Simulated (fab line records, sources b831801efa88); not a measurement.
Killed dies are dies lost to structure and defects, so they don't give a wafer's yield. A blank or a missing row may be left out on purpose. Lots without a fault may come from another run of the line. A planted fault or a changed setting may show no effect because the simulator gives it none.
Which tool did it? | flow sky130 | 14 lots, 40 wafers sampled, at 4 steps of a route of 708

WHAT THE GAUGES READ, wafer by wafer
SKY_CONTACT_RS_MEAS_25: measures by four-point-probe.
lot  | measured     | on            | CONTACT_W_RS (ohm/sq)
L549 | day 31 21:50 | film_metro-03 | 0.337 0.336 0.336
L551 | day 32 04:32 | film_metro-03 | 0.340 0.345 0.333
L550 | day 32 05:21 | film_metro-01 | 0.341 0.340 0.342
L552 | day 32 11:11 | film_metro-01 | 0.336 0.342 0.337
L553 | day 33 05:12 | film_metro-04 | 0.338 0.339 0.340
L559 | day 34 18:51 | film_metro-01 | 0.343 0.342 0.344
L561 | day 35 14:50 | film_metro-01 | 0.339
L567 | day 37 14:12 | film_metro-01 | 0.341 0.341 0.339
L566 | day 38 06:10 | film_metro-04 | 0.339 0.337 0.340
L569 | day 38 06:59 | film_metro-03 | 0.345 0.345 0.342
L568 | day 38 07:19 | film_metro-04 | 0.343 0.340 0.342
L571 | day 38 12:59 | film_metro-04 | 0.339 0.346 0.337
L570 | day 38 13:28 | film_metro-04 | 0.339 0.341 0.334
L572 | day 38 18:41 | film_metro-01 | 0.337 0.336 0.337

SKY_VIA1_CD_MEAS_12: target cd 150 nm.
lot  | measured     | on        | cd_nm (nm)
L549 | day 34 04:04 | cd_sem-01 | 149.7 149.1 147.7
L551 | day 34 11:52 | cd_sem-02 | 149.9 149.5 149.8
L550 | day 34 12:15 | cd_sem-01 | 147.0 146.2 147.3
L552 | day 34 17:36 | cd_sem-01 | 148.9 149.4 148.5
L553 | day 35 12:57 | cd_sem-01 | 146.9 148.3 149.5
L559 | day 37 01:07 | cd_sem-02 | 152.3 153.1 153.2
L561 | day 37 20:55 | cd_sem-02 | 148.1
L567 | day 39 18:37 | cd_sem-02 | 149.3 150.2 151.0
L566 | day 40 10:13 | cd_sem-01 | 152.9 152.9 153.0
L569 | day 40 11:13 | cd_sem-02 | 149.5 150.8 148.9
L568 | day 40 12:28 | cd_sem-02 | 148.9 151.6 149.5
L571 | day 40 17:01 | cd_sem-01 | 149.5 151.0 151.3
L570 | day 40 17:49 | cd_sem-02 | 152.4 152.5 152.3
L572 | day 40 22:25 | cd_sem-02 | 150.0 149.2 150.0

WHICH TOOL RAN EACH LOT (tool, then ch and the chambers of the sampled wafers, then the start)
lot  | SKY_CONTACT_CMP_27            | SKY_VIA1_CMP_02
L549 | cmp-02 ch 0,1,3, day 31 22:10 | cmp-01 ch 0,1, day 33 02:01
L551 | cmp-01 ch 0,1,2, day 32 04:41 | cmp-01 ch 0,1,2, day 33 09:04
L550 | cmp-02 ch 0,3, day 32 05:31   | cmp-02 ch 1,2,3, day 33 10:19
L552 | cmp-01 ch 0,1,3, day 32 11:26 | cmp-01 ch 0,3, day 33 15:19
L553 | cmp-02 ch 0,2,3, day 33 05:26 | cmp-01 ch 0,2,3, day 34 09:49
L559 | cmp-01 ch 1,2, day 34 19:24   | cmp-01 ch 0,1,3, day 35 23:02
L561 | cmp-01 ch 2, day 35 15:03     | cmp-01 ch 1, day 36 19:19
L567 | cmp-02 ch 1,3, day 37 14:23   | cmp-02 ch 0,1,3, day 38 17:09
L566 | cmp-01 ch 0,2, day 38 06:24   | cmp-02 ch 0,3, day 39 09:19
L569 | cmp-02 ch 0,3, day 38 07:07   | cmp-02 ch 0,2,3, day 39 09:48
L568 | cmp-02 ch 0,2,3, day 38 07:30 | cmp-01 ch 0,1,2, day 39 11:11
L571 | cmp-01 ch 1,3, day 38 13:07   | cmp-01 ch 2,3, day 39 15:23
L570 | cmp-01 ch 0,1, day 38 13:37   | cmp-02 ch 0,1, day 39 16:50
L572 | cmp-01 ch 0,2,3, day 38 18:58 | cmp-02 ch 0,2,3, day 39 21:06
- SKY_CONTACT_CMP_27: polishes, stops on SiO2, t overpolish 15 s, target thk 0 nm.
- SKY_VIA1_CMP_02: polishes SiO2.

WHAT THE TOOLS THEMSELVES READ (means of the sampled wafers that have a number; where no wafer has one, the mark that the record gives instead)
SKY_CONTACT_CMP_27.
lot  | tool   | motor_current_A (A) | overpolish_run_s (s) | platen_rpm (rpm) | time_to_endpoint_s (s)
L549 | cmp-02 | 11.0                | 14.993               | 60.04            | 85.4
L551 | cmp-01 | 12.0                | 14.996               | 60.02            | 79.7
L550 | cmp-02 | 11.9                | 15.002               | 59.97            | 80.7
L552 | cmp-01 | 12.3                | 15.001               | 60.03            | 81.1
L553 | cmp-02 | 10.8                | 15.000               | 59.99            | 78.2
L559 | cmp-01 | 11.5                | 15.006               | 60.02            | 80.3
L561 | cmp-01 | 11.4                | 14.990               | 59.97            | 82.7
L567 | cmp-02 | 10.0                | 15.015               | 60.02            | 77.5
L566 | cmp-01 | 11.4                | 14.996               | 60.03            | 82.6
L569 | cmp-02 | 11.1                | 15.010               | 60.00            | 79.0
L568 | cmp-02 | 10.5                | 15.012               | 60.01            | 78.3
L571 | cmp-01 | 12.7                | 15.004               | 59.99            | 79.4
L570 | cmp-01 | 11.7                | 15.008               | 60.01            | 80.1
L572 | cmp-01 | 12.1                | 14.992               | 60.00            | 84.2

SKY_VIA1_CMP_02.
lot  | tool   | motor_current_A (A) | platen_rpm (rpm)
L549 | cmp-01 | 13.2                | 60.05
L551 | cmp-01 | 12.9                | 59.96
L550 | cmp-02 | 10.4                | 59.99
L552 | cmp-01 | 13.5                | 60.00
L553 | cmp-01 | 13.2                | 60.00
L559 | cmp-01 | 13.5                | 57.99
L561 | cmp-01 | 13.5                | 54.00
L567 | cmp-02 | 11.8                | 60.03
L566 | cmp-02 | 13.1                | 60.00
L569 | cmp-02 | 12.0                | 60.01
L568 | cmp-01 | 13.1                | 59.98
L571 | cmp-01 | 13.8                | 59.97
L570 | cmp-02 | 11.6                | 60.00
L572 | cmp-02 | 11.6                | 60.01

THE ANSWER, worked out from the rows above alone
Rule: what is usual is taken from the lots themselves. Put in order of their means at a reading, lots are off if they are a third of the lots or fewer, leave a main group of 4 or more, and stand apart from it by a gap of 3 or more times the standard deviation of the main group's means; of several such gaps the widest counts. A main group whose means are all the same, to the digits that the tables above print for the reading, isn't used. A lot without any number at a reading at which 4 lots or more have one is off too. The other lots that the step has rows for count as sound. The gauges are gone through in route order, then the tools' own readings, and for those a lot's mean is taken as printed above. The first step at which some lot is off is used, and at that step the reading that is off furthest; a lot without a number counts as furthest.
Off: L559, L561, at SKY_VIA1_CMP_02 (platen_rpm). The main group: mean 60.00 rpm, standard deviation 0.023.
A tool fits if, at that step or a process step before it, it ran every lot that is off, and no sound lot after the first of them. None of those tried fits.

WHAT THE SIMULATOR HAD PUT IN
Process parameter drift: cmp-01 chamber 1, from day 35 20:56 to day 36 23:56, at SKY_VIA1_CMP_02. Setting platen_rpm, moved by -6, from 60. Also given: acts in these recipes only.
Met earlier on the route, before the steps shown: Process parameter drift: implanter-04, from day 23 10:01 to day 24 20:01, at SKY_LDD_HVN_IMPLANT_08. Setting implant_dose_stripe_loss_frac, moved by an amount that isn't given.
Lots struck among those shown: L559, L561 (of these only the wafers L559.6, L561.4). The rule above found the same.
